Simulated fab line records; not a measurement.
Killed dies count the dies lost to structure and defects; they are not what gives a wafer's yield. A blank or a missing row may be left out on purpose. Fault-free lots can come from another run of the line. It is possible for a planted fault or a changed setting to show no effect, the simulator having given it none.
Struck lot and sound lot, side by side || flow gf180mcu || 17 steps out of a route of 602
Sound: wafers L246.1, L246.4, L246.6. Struck: wafers L252.2, L252.5 (left out: L252.3, a lot-mate that was not struck); the cause follows at the end.
For every step that has rows: the tool of each side, followed by ch and its chambers, followed by its first start. Under that, the readings that differ: sound wafers || struck wafers || difference of the means || sigmas: that difference in standard deviations of wafers without a fault.
alike: words and numbers the same on both sides, and readings whose means are apart by under 2 such deviations; not compared: readings that were withheld, readings missing a value for some wafer, numbers with overlapping values and no deviation given by the record, and bounds like >300 which may hide the same value.
Wherever a step has rows on one side only, a row that says differs or no value, or a row with sigmas, the two part there. Numbers that don't overlap but have no deviation are shown without sigmas and don't part them. A reading missing from all wafers of one side parts the sides only when that side holds two or more wafers.

first, 3 steps without rows for these wafers: GF_V5_EXPOSE_11 (exposes mask Via5, target cd 260 nm); GF_V5_PEB_12 (peb time 90 s); GF_V5_DEVELOP_13 (develop time 60 s).
GF_V5_CD_MEAS_14 targets a cd of 260 nm.
  struck on cdSem-02, day 32 00:07; sound on cdSem-02, day 30 09:23
{"reading": "cdNm (nm)", "sound": "261.5 262.0 261.7", "struck": "258.9 257.5", "difference": -3.5, "sigmas": -3}
GF_V5_OVL_MEAS_15:
  struck on overlay-01, day 32 00:13; sound on overlay-01, day 30 09:30
{"reading": "V5_OVL (nm)", "sound": "10 6 7", "struck": "-3 -3", "difference": -11, "sigmas": -2}
GF_V5_ETCH_16: etches BARC in N2/H2.
  sound on rieDiel-01 ch 2,3, day 30 09:32; struck on rieDiel-01 ch 2,3, day 32 00:15
  alike: drypumpMotorCurrentA, oesProductAu, throttleValvePct
GF_V5_ETCH_17: etches SiO2 in C4F8/O2/Ar, stops on TiN, target depth 855 nm.
  sound on rieDiel-01 ch 2,3; struck on rieDiel-01 ch 2,3
{"reading": "oesProductAu (a.u.)", "sound": "0.867 0.864 0.860", "struck": "0.851 0.857", "difference": -0.010, "sigmas": -2}
then, 3 steps without rows for these wafers: GF_V5_STRIP_18 (strips in O2/N2); GF_V5_STRIP_19 (strips in post etch residue remover, time 1200 s); GF_V5_CLEAN_20 (cleans in DIW).
GF_V5_SPUTTER_21: material Ti, target thk 15 nm, time 80.02 s.
  struck on pvdSputter-03, day 32 00:57; sound on pvdSputter-02, day 30 10:35
  alike: throttleValvePct
GF_V5_SPUTTER_22: material TiN, target thk 10 nm, time 40 s.
  struck on pvdSputter-03, day 32 01:01; sound on pvdSputter-02, day 30 10:38
  alike: throttleValvePct
GF_V5_CVD_23: deposits W, target thk 350 nm, time 104.9 s.
  sound on cvdW-02 ch 1, day 30 10:41; struck on cvdW-02 ch 0, day 32 01:03
{"reading": "model.W_of_V5_CVD_23.thkNm (nm)", "sound": "351.3 351.1 349.3", "struck": "382.7 381.3", "difference": "+31.4", "sigmas": ""}
  alike: heaterPowerW
GF_V5_RS_MEAS_24: the measuring method here is four-point-probe.
  struck on filmMetro-01, day 32 01:11; sound on filmMetro-03, day 30 10:47
{"reading": "V5_W_RS (ohm/sq)", "sound": "0.327 0.327 0.328", "struck": "0.300 0.300", "difference": -0.027, "sigmas": -7}
GF_V5_THK_MEAS_25: measures by xrf.
  struck on filmMetro-01, day 32 01:17; sound on filmMetro-03, day 30 10:55
{"reading": "V5_W_THK (nm)", "sound": "354 353 353", "struck": "382 380", "difference": "+28", "sigmas": "+7"}
GF_V5_CMP_26: polishes, stops on SiO2, t overpolish 15 s, target thk 0 nm.
  sound on cmp-01 ch 0,1,2, day 30 10:58; struck on cmp-02 ch 2,3, day 32 01:53
  alike: motorCurrentA
GF_PASSIVATION_PROBE_99:
  only the struck wafers here have rows in the record (prober-01, day 33 14:23); the sound ones have none

## WHERE THEY PART
Earliest at GF_V5_CD_MEAS_14; latest, in this record, at GF_PASSIVATION_PROBE_99.

WHY: whatever the simulator had introduced
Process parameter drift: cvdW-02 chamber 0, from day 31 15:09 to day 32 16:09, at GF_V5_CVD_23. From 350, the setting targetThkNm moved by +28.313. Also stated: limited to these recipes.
